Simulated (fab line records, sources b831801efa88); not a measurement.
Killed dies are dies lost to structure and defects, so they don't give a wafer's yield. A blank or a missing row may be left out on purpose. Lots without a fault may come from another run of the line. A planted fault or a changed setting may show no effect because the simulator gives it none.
A struck lot beside a sound one | flow sky130 | 31 steps out of a route of 708
Sound: wafers L251.4, L251.5, L251.6. Struck: wafer L263.1. (L263.2, L263.6 of the same lot were not struck and are left out.) The cause comes at the end.
At each step with rows: each side's tool, then ch and its chambers, then its first start. Under that, the readings that differ: sound wafers | struck wafers | difference of the means | sigmas: that difference in standard deviations of wafers without a fault.
alike: readings whose means differ by less than 2 such deviations, and words and numbers that are the same on both sides. not compared: withheld readings, readings that some wafer has no value for, bounds like >300 that may hide the same value, and numbers for which the record gives no deviation and whose values overlap.
The two part at a step that has a row with sigmas, a row that says differs or no value, or rows on one side only. Numbers that don't overlap but have no deviation are shown without sigmas and don't part them. A reading that every wafer of one side lacks parts them only if that side has two wafers or more.

SKY_LI_CONTACT_OVL_MEAS_13:
  sound on overlay-01, day 30 14:05; struck on overlay-02, day 34 01:34
  alike: LI_CONTACT_OVL
SKY_LI_CONTACT_ETCH_14: etches BARC in N2/H2, stops on SiO2, time 45.9 s, target depth 60 nm.
  sound on rie_diel-04 ch 0,1,3, day 30 14:06; struck on rie_diel-03 ch 3, day 34 01:37
  alike: drypump_motor_current_A, oes_product_au, throttle_valve_pct
  not compared: rf_hours_counter_h
then, 1 step without rows for these wafers: SKY_LI_CONTACT_ETCH_15 (etches PSG in C4F8/O2/Ar, stops on Si, target depth 600 nm).
SKY_LI_CONTACT_STRIP_16: strips in O2/N2.
  sound on plasma_asher-02 ch 0,1, day 30 14:16; struck on plasma_asher-02 ch 0, day 34 01:44
  reading                | sound | struck | difference                   | sigmas
  rf_hours_counter_h (h) | - - - | 35     | no value on the sound wafers |
  alike: drypump_motor_current_A, oes_product_au, strip_time_to_endpoint_s
then, 4 steps without rows for these wafers: SKY_LI_CONTACT_CLEAN_17 (cleans in NMP, time 600 s); SKY_LI_CONTACT_PRE_CLEAN_18 (time 5.6 s); SKY_LI_CONTACT_SPUTTER_19 (material Ti, target thk 20 nm, time 106.37 s); SKY_LI_CONTACT_SPUTTER_20 (material TiN, target thk 20 nm, time 80 s).
SKY_LI_CONTACT_CVD_21: deposits W, target thk 400 nm, time 120.56 s.
  sound on cvd_w-01 ch 0,1, day 30 14:44; struck on cvd_w-02 ch 0, day 34 02:10
  reading            | sound       | struck | difference | sigmas
  heater_power_w (W) | 820 867 826 | 734    | -104       | -3
  alike: susceptor_temp_C
SKY_LI_CONTACT_RS_MEAS_22: measures by four-point-probe.
  sound on film_metro-04, day 30 14:53; struck on film_metro-03, day 34 02:18
  alike: LI_CONTACT_W_RS
SKY_LI_CONTACT_THK_MEAS_23: measures by xrf.
  sound on film_metro-04, day 30 14:58; struck on film_metro-03, day 34 02:25
  alike: LI_CONTACT_W_THK
then, 1 step without rows for these wafers: SKY_LI_CONTACT_CMP_24 (polishes, stops on PSG, t overpolish 20 s, target thk 0 nm).
SKY_LOCAL_INTERCONNECT_SPUTTER_00: material TiN, target thk 100 nm, time 83.3 s.
  sound on pvd_sputter-04, day 30 15:18; struck on pvd_sputter-02, day 34 02:47
  reading                                                | sound                | struck | difference | sigmas
  cathode_dc_power_W (W)                                 | 6499.1 6499.1 6499.7 | 6155.9 | -343.4     | -99 or more
  model.TiN_of_LOCAL_INTERCONNECT_SPUTTER_00.thk_nm (nm) | 100.8 101.6 103      | 95.56  | -6.24      |
  alike: susceptor_temp_C, throttle_valve_pct
SKY_LOCAL_INTERCONNECT_RS_MEAS_01: measures by four-point-probe.
  sound on film_metro-03, day 30 15:26; struck on film_metro-02, day 34 02:50
  reading                            | sound             | struck | difference | sigmas
  LOCAL_INTERCONNECT_TIN_RS (ohm/sq) | 14.03 13.94 13.71 | 14.78  | +0.89      | +5
SKY_LOCAL_INTERCONNECT_THK_MEAS_02: measures by xrf.
  sound on film_metro-03, day 30 15:32; struck on film_metro-02, day 34 02:58
  reading                         | sound             | struck | difference | sigmas
  LOCAL_INTERCONNECT_TIN_THK (nm) | 101.4 101.9 103.8 | 95.9   | -6.5       | -4
then, 8 steps without rows for these wafers: SKY_LOCAL_INTERCONNECT_DEHYDRATE_03 (time 60 s); SKY_LOCAL_INTERCONNECT_HMDS_04 (prime time 60 s); SKY_LOCAL_INTERCONNECT_COAT_05 (resist thk 60 nm); SKY_LOCAL_INTERCONNECT_COAT_06 (resist thk 450 nm); SKY_LOCAL_INTERCONNECT_SOFTBAKE_07 (time 90 s); SKY_LOCAL_INTERCONNECT_EXPOSE_08 (exposes mask LI1M, target cd 170 nm); SKY_LOCAL_INTERCONNECT_PEB_09; SKY_LOCAL_INTERCONNECT_DEVELOP_10 (develop time 60 s).
SKY_LOCAL_INTERCONNECT_CD_MEAS_11: target cd 170 nm.
  sound on cd_sem-02, day 31 19:04; struck on cd_sem-02, day 35 05:21
  reading    | sound             | struck | difference | sigmas
  cd_nm (nm) | 168.8 167.5 166.7 | 171.9  | +4.2       | +3
SKY_LOCAL_INTERCONNECT_OVL_MEAS_12:
  sound on overlay-02, day 31 19:08; struck on overlay-02, day 35 05:28
  alike: LOCAL_INTERCONNECT_OVL
SKY_LOCAL_INTERCONNECT_ETCH_13: etches BARC in N2/H2, stops on SiO2, time 45.9 s, target depth 60 nm.
  sound on rie_metal-01 ch 0,1, day 31 19:11; struck on rie_metal-02 ch 1, day 35 05:31
  reading                | sound | struck | difference                   | sigmas
  rf_hours_counter_h (h) | - - - | 7      | no value on the sound wafers |
  alike: drypump_motor_current_A, oes_product_au, throttle_valve_pct
SKY_LOCAL_INTERCONNECT_METAL_ETCH_14: etches TiN in Cl2/BCl3, stops on PSG, target depth 110 nm, time 31.4 s.
  sound on rie_metal-01 ch 0,1, day 31 19:14; struck on rie_metal-02 ch 1, day 35 05:34
  reading                | sound             | struck | difference                   | sigmas
  oes_product_au (a.u.)  | 0.946 0.946 0.959 | 0.917  | -0.033                       | -4
  rf_hours_counter_h (h) | - - -             | 7      | no value on the sound wafers |
  alike: drypump_motor_current_A, throttle_valve_pct
SKY_LOCAL_INTERCONNECT_STRIP_15: strips in O2/N2.
  sound on plasma_asher-01 ch 0,1, day 31 19:19; struck on plasma_asher-04 ch 1, day 35 05:38
  reading                      | sound             | struck | difference                   | sigmas
  rf_hours_counter_h (h)       | - - -             | 102    | no value on the sound wafers |
  strip_time_to_endpoint_s (s) | 4.706 4.700 4.723 | 4.761  | +0.051                       | +3
  alike: drypump_motor_current_A, oes_product_au
SKY_LOCAL_INTERCONNECT_STRIP_16: strips in post etch residue remover, time 1200 s.
  sound on wet_bench-01 ch 3, day 31 19:22; struck on wet_bench-02 ch 2, day 35 05:44
  reading                                                | sound             | struck | difference | sigmas
  bath_guard_temp_C (C)                                  | 71.5 71.8 71.6    | 74.1   | +2.5       | +4
  model.TiN_of_LOCAL_INTERCONNECT_SPUTTER_00.thk_nm (nm) | 100.4 101.2 102.6 | 95.14  | -6.26      |
  alike: bath_heat_duty_pct
then, 1 step without rows for these wafers: SKY_LOCAL_INTERCONNECT_CLEAN_17 (cleans in IPA, time 180 s).
-- the record jumps here: 14 days lie between the struck wafers' starts before and after (it left off in module LOCAL_INTERCONNECT and takes up again in module PAD_OPEN, whose first step shown is number 708 of the route) --
SKY_PAD_OPEN_PROBE_99:
  sound on prober-02, day 46 15:43; struck on prober-01, day 49 07:36
  reading                        | sound             | struck | difference | sigmas
  model.etest.res_li.line_ohm_um | 75.1 76.06 74.64  | 77.69  | +2.42      |
  model.etest.res_li.rs_ohm_sq   | 12.76 12.56 12.52 | 13.42  | +0.81      |
  alike: killed_at_M0_to_M3, killed_at_M4_up, killed_at_contacts, killed_at_front_end, killed_at_other, killed_dies, killed_open, killed_short

WHERE THEY PART
First at SKY_LI_CONTACT_STRIP_16; last, within this record, at SKY_LOCAL_INTERCONNECT_STRIP_16. Later steps at which nothing parts them and some readings are alike: SKY_PAD_OPEN_PROBE_99.

WHY: what the simulator had put in
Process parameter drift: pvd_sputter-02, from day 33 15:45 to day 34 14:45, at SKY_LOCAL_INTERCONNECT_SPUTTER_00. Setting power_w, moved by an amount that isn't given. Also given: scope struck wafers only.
